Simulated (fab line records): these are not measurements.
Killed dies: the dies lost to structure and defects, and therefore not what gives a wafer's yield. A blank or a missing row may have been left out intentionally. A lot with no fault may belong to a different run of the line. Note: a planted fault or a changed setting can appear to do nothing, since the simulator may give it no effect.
fab line records -- flow sky130
record: lots: 15, wafers: 45, last_day: 50
route steps=708 shown VT_ADJUST_HVTR@139 GATE_OXIDE@197 POLY_GATE@234 LDD_P@265
lots with no fault: from the same line, run without faults
start_h: the number of hours between the record's first day and the start of the first shown wafer of the lot -- wait_h: hours elapsed since this lot's preceding step -- " same as the row above -- L1.1+2: a single row standing in for several wafers -- - either no value or no given start -- * or withheld: withheld -- < > ~ a bound
route shown NAME@n: a module of which the file shows steps, and the number in the route of the first -- usual: mean/standard deviation of fault-free wafers -- same: alike in all rows -- chamber/n: place in a boat -- sites: the reading at each site -- _std_site: standard deviation across them -- _edge_site: the outer-site mean with the inner-site mean subtracted -- radius_mm: how far each site lies from the wafer's centre -- mask NAME#n: copy n -- behind: the last tool/chamber to shape the wafer -- hold: cause of the lot's hold/its duration in hours/its outcome -- device: transistor that didn't switch, given as n, p or np -- end of line: the tests these same wafers got at the end of their route -- for a step that has no rows: nothing shown but its recipe -- killed: dies lost to structure and defects at the first sort, not the wafer's yield -- map: shows each die of a wafer: x if killed, . if not, _ if none is there
set.NAME: setting as actually run; set.NAME@STEP: the setting as run at that earlier step -- model.NAME: the simulator's own value behind a step, which no gauge read
a sample of lots followed through the steps of the route, with each step as a table and each wafer as a row
services: the hour from which a tool's chamber was out of use, counted from the record's first day as start_h (under 0 if before that day), plus the number of hours and why
== steps ==
step: SKY_VT_ADJUST_HVTR_OVL_MEAS_08
usual: VT_ADJUST_HVTR_OVL: -0.3/1.2
lot.wafer,tool,chamber,start_h,wait_h,VT_ADJUST_HVTR_OVL[nm]
L164.1,overlay-01,-,204.62,0.1,-2.2
L164.4,overlay-01,-,204.62,0.1,-2.7
L164.6,overlay-01,-,204.62,0.1,-1.0
L165.1,overlay-02,-,219.72,0.1,-0.8
L165.5,overlay-02,-,219.72,0.1,-0.9
L165.6,overlay-02,-,219.72,0.1,-1.0
L166.2,overlay-02,-,226.91,0.1,-2.0
L166.3,overlay-02,-,226.91,0.1,-0.8
L166.5,overlay-02,-,226.91,0.1,-0.3
L167.1,overlay-01,-,241.81,0.1,-2.7
L167.4,overlay-01,-,241.81,0.1,-0.2
L167.5,overlay-01,-,241.81,0.1,-0.5
L173.1,overlay-02,-,277.12,0.1,-1.3
L173.4,overlay-02,-,277.12,0.1,-1.7
L173.6,overlay-02,-,277.12,0.1,-0.7
L174.1,overlay-01,-,291.26,0.1,-0.8
L174.2,overlay-01,-,291.26,0.1,0.4
L174.6,overlay-01,-,291.26,0.1,0.1
L175.4,overlay-01,-,295.79,0.1,0.0
L175.5,overlay-01,-,295.79,0.1,-0.1
L175.6,overlay-01,-,295.79,0.1,-2.2
L177.3,overlay-01,-,301.05,0.1,-2.7
L177.4,overlay-01,-,301.05,0.1,-1.5
L177.6,overlay-01,-,301.05,0.1,-1.3
L178.2,overlay-01,-,317.44,0.1,-0.9
L178.3,overlay-01,-,317.44,0.1,0.1
L178.5,overlay-01,-,317.44,0.1,-0.5
L180.1,overlay-02,-,341.19,0.1,0.5
L180.2,overlay-02,-,341.19,0.1,1.0
L180.4,overlay-02,-,341.19,0.1,1.7
L179.2,overlay-01,-,344.14,0.1,2.2
L179.3,overlay-01,-,344.14,0.1,1.6
L179.4,overlay-01,-,344.14,0.1,0.3
L181.3,overlay-01,-,345.55,0.1,0.1
L181.5,overlay-01,-,345.55,0.1,-1.0
L181.6,overlay-01,-,345.55,0.1,-2.6
L183.3,overlay-02,-,353.47,0.1,-0.2
L183.4,overlay-02,-,353.47,0.1,0.6
L183.6,overlay-02,-,353.47,0.1,0.3
L184.1,overlay-02,-,362.61,0.1,0.9
L184.4,overlay-02,-,362.61,0.1,0.9
L184.6,overlay-02,-,362.61,0.1,1.1
L185.1,overlay-01,-,364.04,0.1,-0.7
L185.2,overlay-01,-,364.04,0.1,-0.5
L185.5,overlay-01,-,364.04,0.1,-1.2
step: SKY_GATE_OXIDE_OVL_MEAS_10
usual: GATE_OXIDE_OVL: -0.2/1.1
lot.wafer,tool,chamber,start_h,wait_h,GATE_OXIDE_OVL[nm]
L164.1,overlay-01,-,308.19,0.1,0.7
L164.4,overlay-01,-,308.19,0.1,0.7
L164.6,overlay-01,-,308.19,0.1,2.3
L165.1,overlay-02,-,324.84,0.1,0.9
L165.5,overlay-02,-,324.84,0.1,0.7
L165.6,overlay-02,-,324.84,0.1,0.0
L166.2,overlay-02,-,331.17,0.1,-0.9
L166.3,overlay-02,-,331.17,0.1,-1.8
L166.5,overlay-02,-,331.17,0.1,-0.4
L167.1,overlay-02,-,351.04,0.1,-1.2
L167.4,overlay-02,-,351.04,0.1,0.9
L167.5,overlay-02,-,351.04,0.1,0.9
L173.1,overlay-01,-,395.52,0.1,-0.7
L173.4,overlay-01,-,395.52,0.1,0.0
L173.6,overlay-01,-,395.52,0.1,-0.1
L174.1,overlay-02,-,413.94,0.1,0.5
L174.2,overlay-02,-,413.94,0.1,0.8
L174.6,overlay-02,-,413.94,0.1,1.2
L175.4,overlay-01,-,414.17,0.1,-1.2
L175.5,overlay-01,-,414.17,0.1,-0.8
L175.6,overlay-01,-,414.17,0.1,-0.6
L177.3,overlay-02,-,430.00,0.1,-0.5
L177.4,overlay-02,-,430.00,0.1,0.7
L177.6,overlay-02,-,430.00,0.1,1.1
L178.2,overlay-01,-,442.92,0.1,0.5
L178.3,overlay-01,-,442.92,0.1,1.2
L178.5,overlay-01,-,442.92,0.1,1.8
L180.1,overlay-02,-,465.82,0.1,3.5
L180.2,overlay-02,-,465.82,0.1,0.5
L180.4,overlay-02,-,465.82,0.1,-0.7
L179.2,overlay-01,-,467.80,0.1,-0.1
L179.3,overlay-01,-,467.80,0.1,0.9
L179.4,overlay-01,-,467.80,0.1,-0.5
L181.3,overlay-01,-,469.25,0.1,-0.7
L181.5,overlay-01,-,469.25,0.1,0.7
L181.6,overlay-01,-,469.25,0.1,0.2
L183.3,overlay-02,-,481.45,0.1,-1.7
L183.4,overlay-02,-,481.45,0.1,-1.2
L183.6,overlay-02,-,481.45,0.1,-1.7
L184.1,overlay-02,-,496.47,0.1,-0.8
L184.4,overlay-02,-,496.47,0.1,0.3
L184.6,overlay-02,-,496.47,0.1,-0.2
L185.1,overlay-02,-,496.78,0.1,-3.0
L185.2,overlay-02,-,496.78,0.1,-0.9
L185.5,overlay-02,-,496.78,0.1,-1.4
step: SKY_POLY_GATE_OXIDATION_20
recipe: temp_c: 850, ambient: O2, stabilise_s: 600, purge_s: 300, target_thk_a: 40, ox_time_s: 899
usual: ox_temp_c: 850.0/0.37, ox_temp_c_max: 853.6/0.6, spike_tc_top_C: 862.9/2.5, spike_tc_upper_C: 850.3/1.3, tube_center_temp_C: 850.01/0.08, zone_power_lower_pct: 18.1/0.85
lot.wafer,tool,chamber,start_h,wait_h,ox_temp_c,ox_temp_c_max,spike_tc_top_C,spike_tc_upper_C,tube_center_temp_C,zone_power_lower_pct
L164.1,furnace-02,0,374.31,2.0,849.8,852.6,859.0,849.8,849.9,17.1
L164.4,furnace-02,0,374.31,2.0,850.0,853.0,860.5,850.7,849.97,17.4
L164.6,furnace-02,0,374.31,2.0,850.0,853.9,860.6,851.4,849.99,17.0
L165.1,furnace-02,0,391.00,2.7,850.6,853.7,859.7,852.6,849.91,17.4
L165.5,furnace-02,0,391.00,2.7,850.8,854.0,861.0,852.2,850.09,17.3
L165.6,furnace-02,0,391.00,2.7,850.4,854.0,859.6,851.0,849.95,17.1
L166.2,furnace-01,0,399.18,1.9,849.6,853.5,864.8,848.6,850.06,18.8
L166.3,furnace-01,0,399.18,1.9,849.3,852.5,866.4,849.2,850.1,18.8
L166.5,furnace-01,0,399.18,1.9,849.6,853.1,864.8,850.9,850.19,18.8
L167.1,furnace-01,0,419.02,2.8,850.2,852.9,865.6,849.8,850,19.0
L167.4,furnace-01,0,419.02,2.8,850.5,854.1,865.0,848.8,850.13,18.9
L167.5,furnace-01,0,419.02,2.8,850.5,854.0,867.4,850.8,850.06,18.5
L173.1,furnace-01,-,467.11,1.5,-,-,-,-,-,-
L173.4,furnace-01,-,467.11,1.5,-,-,-,-,-,-
L173.6,furnace-01,-,467.11,1.5,-,-,-,-,-,-
L174.1,furnace-02,-,480.74,0.0,-,-,-,-,-,-
L174.2,furnace-02,-,480.74,0.0,-,-,-,-,-,-
L174.6,furnace-02,-,480.74,0.0,-,-,-,-,-,-
L175.4,furnace-01,-,481.08,0.0,-,-,-,-,-,-
L175.5,furnace-01,-,481.08,0.0,-,-,-,-,-,-
L175.6,furnace-01,-,481.08,0.0,-,-,-,-,-,-
L177.3,furnace-02,0,498.55,0.9,849.2,852.6,860.5,852.5,849.95,17.2
L177.4,furnace-02,0,498.55,0.9,850.0,852.9,861.4,850.8,850.08,17.4
L177.6,furnace-02,0,498.55,0.9,850.2,853.6,859.2,848.2,849.98,17.2
L178.2,furnace-02,0,514.25,0.9,849.4,852.7,859.0,850.0,850.03,17.3
L178.3,furnace-02,0,514.25,0.9,849.6,853.8,861.0,851.1,850,17.2
L178.5,furnace-02,0,514.25,0.9,849.9,853.0,859.6,849.5,849.88,17.0
L180.1,furnace-02,0,533.64,0.0,850.1,853.1,860.4,851.7,850.07,17.3
L180.2,furnace-02,0,533.64,0.0,850.1,853.3,860.3,849.3,850.11,17.1
L180.4,furnace-02,0,533.64,0.0,850.5,854.6,862.5,849.8,850.05,17.0
L179.2,furnace-02,0,535.24,0.0,850.7,853.2,861.3,851.1,850.04,17.2
L179.3,furnace-02,0,535.24,0.0,849.9,853.4,859.3,850.2,849.98,17.1
L179.4,furnace-02,0,535.24,0.0,850.1,853.8,861.5,852.6,849.96,17.1
L181.3,furnace-01,0,538.13,0.4,849.9,853.2,864.9,850.5,850.02,18.7
L181.5,furnace-01,0,538.13,0.4,850.0,853.8,865.7,849.2,850.02,18.6
L181.6,furnace-01,0,538.13,0.4,850.5,853.9,862.4,848.8,849.79,18.7
L183.3,furnace-01,0,547.48,0.0,850.3,853.3,863.5,850.8,850.13,18.6
L183.4,furnace-01,0,547.48,0.0,849.7,853.3,865.6,847.2,849.94,19.0
L183.6,furnace-01,0,547.48,0.0,850.0,854.5,863.7,848.7,849.93,18.7
L184.1,furnace-02,0,562.24,0.0,850.9,854.7,860.0,850.4,850.02,17.3
L184.4,furnace-02,0,562.24,0.0,850.5,854.2,860.4,849.8,849.93,17.1
L184.6,furnace-02,0,562.24,0.0,850.6,854.4,861.1,849.9,850.13,17.2
L185.1,furnace-02,0,564.59,0.0,850.2,853.5,861.6,851.0,850,17.0
L185.2,furnace-02,0,564.59,0.0,849.9,853.5,859.8,851.1,849.91,17.2
L185.5,furnace-02,0,564.59,0.0,850.0,853.4,860.0,851.0,849.99,17.5
step: SKY_LDD_P_STRIP_10
recipe: chemistry: O2/N2, power_w: 1400, pressure_mtorr: 1500, platen_temp_c: withheld, o2_flow_sccm: 3000, n2_flow_sccm: 300, overash_fraction: 0.5
usual: drypump_motor_current_A: 5.6/0.57, oes_product_au: 0.716/0.0046, strip_time_to_endpoint_s: 14.17/0.043
lot.wafer,tool,chamber,start_h,wait_h,drypump_motor_current_A,oes_product_au,rf_hours_counter_h,strip_time_to_endpoint_s
L164.1,plasma_asher-03,1,433.87,0.1,6.2,0.721,63,14.08
L164.4,plasma_asher-03,0,433.87,0.1,5.6,0.715,-,14.14
L164.6,plasma_asher-03,0,433.87,0.1,5.7,0.715,-,14.06
L165.1,plasma_asher-04,1,453.31,0.1,4.8,0.721,2,14.14
L165.5,plasma_asher-04,0,453.31,0.1,6.4,0.723,-,14.18
L165.6,plasma_asher-04,1,453.31,0.1,4.9,0.710,-,14.18
L166.2,plasma_asher-04,0,462.49,0.1,6.4,0.713,4,14.16
L166.3,plasma_asher-04,0,462.49,0.1,6.3,0.720,-,14.15
L166.5,plasma_asher-04,0,462.49,0.1,6.4,0.709,-,14.11
L167.1,plasma_asher-03,0,482.06,0.1,5.7,0.721,67,14.21
L167.4,plasma_asher-03,0,482.06,0.1,5.7,0.709,-,14.19
L167.5,plasma_asher-03,1,482.06,0.1,6.2,0.719,-,14.28
L173.1,plasma_asher-02,0,529.74,0.1,5.2,0.713,80,14.19
L173.4,plasma_asher-02,0,529.74,0.1,5.2,0.714,-,14.20
L173.6,plasma_asher-02,1,529.74,0.1,5.0,0.710,-,14.18
L174.1,plasma_asher-04,0,542.82,0.1,6.4,0.719,12,14.15
L174.2,plasma_asher-04,1,542.82,0.1,4.8,0.713,12,14.16
L174.6,plasma_asher-04,1,542.82,0.1,4.8,0.714,-,14.17
L175.4,plasma_asher-02,1,544.22,0.1,5.0,0.714,-,14.17
L175.5,plasma_asher-02,1,544.22,0.1,5.0,0.704,-,14.15
L175.6,plasma_asher-02,0,544.22,0.1,5.2,0.721,-,14.15
L177.3,plasma_asher-03,0,561.81,0.1,5.7,0.715,-,14.10
L177.4,plasma_asher-03,1,561.81,0.1,6.2,0.710,-,14.09
L177.6,plasma_asher-03,0,561.81,0.1,5.6,0.714,-,14.10
L178.2,plasma_asher-04,0,578.05,0.1,6.3,0.720,16,14.16
L178.3,plasma_asher-04,1,578.05,0.1,4.9,0.720,-,14.17
L178.5,plasma_asher-04,1,578.05,0.1,4.8,0.715,-,14.12
L180.1,plasma_asher-03,0,595.07,0.1,5.7,0.718,79,14.13
L180.2,plasma_asher-03,1,595.07,0.1,6.2,0.719,79,14.17
L180.4,plasma_asher-03,0,595.07,0.1,5.7,0.718,-,14.14
L179.2,plasma_asher-04,1,597.74,0.1,4.8,0.713,18,14.19
L179.3,plasma_asher-04,1,597.74,0.1,4.8,0.719,-,14.18
L179.4,plasma_asher-04,0,597.74,0.1,6.4,0.720,-,14.22
L181.3,plasma_asher-03,0,599.79,0.1,5.7,0.714,-,14.22
L181.5,plasma_asher-03,0,599.79,0.1,5.7,0.718,-,14.18
L181.6,plasma_asher-03,1,599.79,0.1,6.2,0.722,-,14.20
L183.3,plasma_asher-04,1,609.11,0.1,4.8,0.714,-,14.13
L183.4,plasma_asher-04,0,609.11,0.1,6.4,0.723,-,14.17
L183.6,plasma_asher-04,0,609.11,0.1,6.4,0.711,-,14.15
L184.1,plasma_asher-03,1,622.85,0.1,6.2,0.720,81,14.17
L184.4,plasma_asher-03,0,622.85,0.1,5.7,0.711,-,14.20
L184.6,plasma_asher-03,1,622.85,0.1,6.2,0.720,-,14.21
L185.1,plasma_asher-02,0,624.09,0.1,5.2,0.712,90,14.11
L185.2,plasma_asher-02,1,624.09,0.1,5.0,0.720,90,14.17
L185.5,plasma_asher-02,0,624.09,0.1,5.2,0.710,-,14.21
== services ==
tool,chamber,start_h,hours,kind
plasma_asher-02,-,354.79,15.6,pm
plasma_asher-04,-,404.28,1.1,repair
furnace-02,-,417.88,3.7,pm
plasma_asher-04,-,421.25,9.0,pm
plasma_asher-04,0,421.25,9.0,vent_cycle
plasma_asher-04,1,421.25,9.0,vent_cycle
plasma_asher-04,0,430.25,-,clean
plasma_asher-04,1,430.25,-,clean
furnace-02,-,441.64,20.0,repair
plasma_asher-03,-,459.58,5.8,repair
furnace-02,-,461.62,3.9,pm
furnace-01,-,472.89,3.5,pm
plasma_asher-04,-,475.77,2.8,pm
furnace-01,-,506.03,4.5,pm
furnace-01,-,510.58,4.4,pm
plasma_asher-03,-,611.88,1.6,repair
furnace-02,-,614.20,3.7,pm
== key ==
first_sign: step: SKY_POLY_GATE_OXIDATION_20, reading: tool_record, direction: missing
effect none on later readings
met_at SKY_POLY_GATE_OXIDATION_20
struck_lots L173,L174,L175
later_rows_left_out L173.1,L173.4,L173.6,L174.1,L174.2,L174.6,L175.4,L175.5,L175.6
sort_left_out L173.1,L173.4,L173.6,L174.1,L174.2,L174.6,L175.4,L175.5,L175.6
tester_left_out L173,L174,L175
not_acting_at SKY_VT_ADJUST_HVTR_OVL_MEAS_08,SKY_GATE_OXIDE_OVL_MEAS_10,SKY_LDD_P_STRIP_10
onset_between 419.02 467.11
fault: kind: skipped_step_whole, tool: furnace-01,furnace-02, chamber: -, onset_h: 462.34, steps: SKY_POLY_GATE_OXIDATION_20, scope: struck_lots_only
tester_left_out: of these lots the tester's yield and bins aren't shown, on N5 and GAA mostly nor the transistor test; their killed dies are dies lost to structure and defects alone, not to doping, threshold or leakage, so they don't give the yield
sort_left_out: the simulated sort isn't trusted on such a fault, so these wafers' sort isn't shown, and their yield isn't known
later_rows_left_out: the simulator's readings of these wafers behind a module that went badly wrong aren't trusted and aren't shown, but for the sort
